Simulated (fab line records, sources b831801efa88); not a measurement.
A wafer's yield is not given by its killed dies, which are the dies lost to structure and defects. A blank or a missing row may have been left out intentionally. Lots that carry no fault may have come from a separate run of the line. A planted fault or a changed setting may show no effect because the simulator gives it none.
A lot that was struck, set against a sound lot / flow gf180mcu / 14 out of 602 route steps
Sound: wafers L390.1, L390.4, L390.6. The struck wafers were L394.1, L394.4, L394.6. The cause is given at the end.
Order at every step that has rows: each side's tool, ch and its chambers, its first start. Under that, the readings that differ: sound wafers / struck wafers / difference of the means / sigmas: that difference in standard deviations of wafers without a fault.
alike: readings whose means differ by less than 2 such deviations, and words and numbers that are the same on both sides. not compared: withheld readings, readings that some wafer has no value for, bounds like >300 that may hide the same value, and numbers for which the record gives no deviation and whose values overlap.
A row with sigmas, a row that says differs or no value, or rows on one side alone: a step with any of these is where the two part. Numbers that have no deviation but don't overlap get no sigmas and don't part them. A reading that every wafer of one side lacks parts them only if that side has two wafers or more.

first, 2 steps without rows for these wafers: GF_VT_IMPLANT_PEB_16; GF_VT_IMPLANT_DEVELOP_17 (develop time 60 s).
GF_VT_IMPLANT_OVL_MEAS_18:
  sound: overlay-01 at day 8 16:39; struck: overlay-01 at day 9 20:51
reading=VT_IMPLANT_01_OVL (nm); sound=-2.7 -2.0 -2.0; struck=2.7 1.9 1.7; difference=+4.3; sigmas=+4
after that, 1 step had no rows for these wafers: GF_VT_IMPLANT_IMPLANT_19.
GF_VT_IMPLANT_STRIP_20: strips in O2/N2.
  sound on plasma asher-03 ch 0,1, day 8 16:50; struck on plasma asher-03 ch 0,1, day 9 21:02
  alike: drypump motor current A, heater power w, oes product au, strip time to endpoint s
  not compared: rf hours counter h
GF_VT_IMPLANT_TW_MEAS_21:
  sound: film metro-02 at day 8 16:56; struck: film metro-02 at day 9 21:08
  alike: VT_IMPLANT_2_TW
then, 6 steps without rows for these wafers: GF_VT_IMPLANT_DEHYDRATE_22 (time 60 s); GF_VT_IMPLANT_HMDS_23 (prime time 60 s); GF_VT_IMPLANT_COAT_24 (resist thk 1000 nm); GF_VT_IMPLANT_SOFTBAKE_25 (time 60 s); GF_VT_IMPLANT_EXPOSE_26 (exposes mask LVPWELL HV AREA, target cd 860 nm); GF_VT_IMPLANT_PEB_27.
GF_VT_IMPLANT_DEVELOP_28: develop time 60 s.
  sound on litho track-01 ch 0, day 9 09:54; struck on litho track-02, day 10 14:14
  no value came back on the struck wafers for chill plate temp C (C), develop time s (s), resist line temp C (C); on the sound wafers chill plate temp C (C) reads 22.89 22.92 22.86
GF_VT_IMPLANT_OVL_MEAS_29:
  sound: overlay-01 at day 9 10:03; struck: overlay-01 at day 10 14:24
reading=VT_IMPLANT_02_OVL (nm); sound=-1.2 0.0 -0.9; struck=- - -; difference=no value on the struck wafers; sigmas=

WHERE THEY PART
At GF_VT_IMPLANT_OVL_MEAS_18 first; at GF_VT_IMPLANT_OVL_MEAS_29 last (within this record only).

WHY: what the simulator had put in
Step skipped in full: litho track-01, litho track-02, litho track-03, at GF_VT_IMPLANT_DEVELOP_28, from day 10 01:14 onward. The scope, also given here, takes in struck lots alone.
